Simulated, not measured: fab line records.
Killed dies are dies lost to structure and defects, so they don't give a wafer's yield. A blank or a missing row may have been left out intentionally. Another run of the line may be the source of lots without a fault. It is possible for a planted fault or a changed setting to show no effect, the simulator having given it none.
Matching of chambers | flow sky130 | SKY_CONTACT_CMP_04 on cmp-02 has 4 sister chambers
The step polishes SiO2. 8 wafers are shown with their chamber, then 8 later ones without.

## WAFERS PAIRED WITH THEIR CHAMBERS
wafer  | chamber | motor_current_A (A) | time_to_endpoint_s (s)
L723.3 | 0       | 10.4                | 74
L723.6 | 3       | 11.6                | 85
L725.3 | 0       | 11.0                | 77
L730.2 | 2       | 12.9                | 77
L732.4 | 3       | 11.8                | 84
L732.5 | 1       | 12.7                | 90
L732.6 | 2       | 13.4                | 89
L735.1 | 1       | 12.7                | 92

## WAFERS WHOSE CHAMBER IS MISSING
wafer  | motor_current_A (A) | time_to_endpoint_s (s)
L735.4 | 11.7                | 88
L735.5 | 13.3                | 90
L736.2 | 10.6                | 79
L736.5 | 11.2                | 85
L736.6 | 10.8                | 80
L738.3 | 11.1                | 83
L738.4 | 12.5                | 90
L738.5 | 10.7                | 81

## WHICH CHAMBER EACH ONE RAN IN
wafer  | from the rows above     | in truth
L735.4 | 3                       | 3
L735.5 | can't be placed: 2 or 1 | 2
L736.2 | 0                       | 0
L736.5 | can't be placed: 3 or 0 | 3
L736.6 | 0                       | 0
L738.3 | can't be placed: 3 or 0 | 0
L738.4 | 1                       | 1
L738.5 | 0                       | 0
Placed correctly: 5 of 8. Not placeable from these rows: 3 (in 3, the candidates include the true chamber). Number placed wrongly: 0.
How it was worked out, from the rows above alone: a wafer's distance from a chamber is the root of the sum, over the readings, of the square of ((its reading less the chamber's mean) divided by the reading's scatter). The wafer belongs to the nearest chamber; if the next one is less than 2 further off, it can't be placed. For every chamber, the mean is computed from those of its wafers that are shown. The scatter is the square root of a quotient: the sum, over the shown wafers, of each reading's squared deviation from its chamber's mean, divided by wafers minus chambers.
